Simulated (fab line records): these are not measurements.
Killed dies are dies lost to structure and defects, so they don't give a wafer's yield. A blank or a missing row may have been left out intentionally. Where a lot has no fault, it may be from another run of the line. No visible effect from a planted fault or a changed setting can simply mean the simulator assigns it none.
Comparing a struck lot with a sound one -- flow sfqLine -- 14 out of 325 route steps
Sound: these wafers, L794.2, L794.3, L794.4. Struck: wafer L793.4. (L793.6 of the same lot was not struck and is left out.) The cause comes at the end.
Each step with rows lists, per side, the tool, then ch with its chambers, then its first start. Under that, the readings that differ: sound wafers -- struck wafers -- difference of the means -- sigmas: that difference in standard deviations of wafers without a fault.
alike: same words and numbers on both sides, and readings whose means sit less than 2 such deviations apart. not compared: any withheld reading, any reading some wafer has no value for, any bound like >300 that may hide the same value, and any number with overlapping values for which the record gives no deviation.
Wherever a step has rows on one side only, a row that says differs or no value, or a row with sigmas, the two part there. Numbers that have no deviation but don't overlap get no sigmas and don't part them. Lack of a reading on every wafer of one side parts them only where that side has two or more wafers.

SFQ_TRILAYER_I7_VIA_BARC_OPEN_VIA_ETCH_260: etches BARC in O2, target depth 125 nm, time 41.7 s.
  sound on rieDiel-03 ch 1,2,3, day 81 01:08; struck on rieDiel-04 ch 1, day 80 19:10
  alike: drypumpMotorCurrentA, oesProductAu
  not compared: rfHoursCounterH
SFQ_TRILAYER_I7_VIA_ETCH_VIA_ETCH_190: etches SiO2 in CHF3, stops on Nb, target depth 260 nm.
  sound on rieDiel-03 ch 1,2,3, day 81 01:11; struck on rieDiel-04 ch 1, day 80 19:14
  alike: drypumpMotorCurrentA, oesProductAu
SFQ_TRILAYER_I7_VIA_STRIP_STRIP_191: strips in O2.
  sound on rieMetal-03 ch 0,1, day 81 01:18; struck on rieMetal-04 ch 0, day 80 19:30
  alike: drypumpMotorCurrentA, oesProductAu
  not compared: rfHoursCounterH
then, 8 steps without rows for these wafers: SFQ_TRILAYER_I7_VIA_STRIP_SOLV_CLEAN_192 (cleans in NMP, time 600 s); SFQ_TRILAYER_M8_LITHO_LOR_COAT_197; SFQ_TRILAYER_M8_LITHO_LOR_BAKE_198; SFQ_TRILAYER_M8_LITHO_COAT_193 (resist thk 600 nm); SFQ_TRILAYER_M8_LITHO_SOFTBAKE_199; SFQ_TRILAYER_M8_LITHO_EXPOSE_194 (exposes mask M8, target cd 2000 nm); SFQ_TRILAYER_M8_LITHO_PEB_196 (peb time 60 s); SFQ_TRILAYER_M8_LITHO_DEVELOP_195 (img clear 15 s, time 55 s).
SFQ_M8_OVL_MEAS_948:
  sound: overlay-01 at day 81 13:02; struck: overlay-02 at day 81 10:40
  alike: M8_OVL
SFQ_TRILAYER_M8_DEP_EVAP_197: material Ti, target thk 20 nm, time 100 s.
  sound: pvdSputter-02 at day 81 13:04; struck: pvdSputter-01 at day 81 10:40
reading,sound,struck,difference,sigmas
model.Ti_of_TRILAYER_M8_DEP_EVAP_197.thkNm (nm),20.36 20.08 19.96,23.49,+3.36,
then, 1 step without rows for these wafers: SFQ_TRILAYER_M8_DEP_EVAP_198 (material Pt, target thk 50 nm, time 250 s).

## WHERE THEY PART
Nowhere in this record.

WHY: whatever the simulator had introduced
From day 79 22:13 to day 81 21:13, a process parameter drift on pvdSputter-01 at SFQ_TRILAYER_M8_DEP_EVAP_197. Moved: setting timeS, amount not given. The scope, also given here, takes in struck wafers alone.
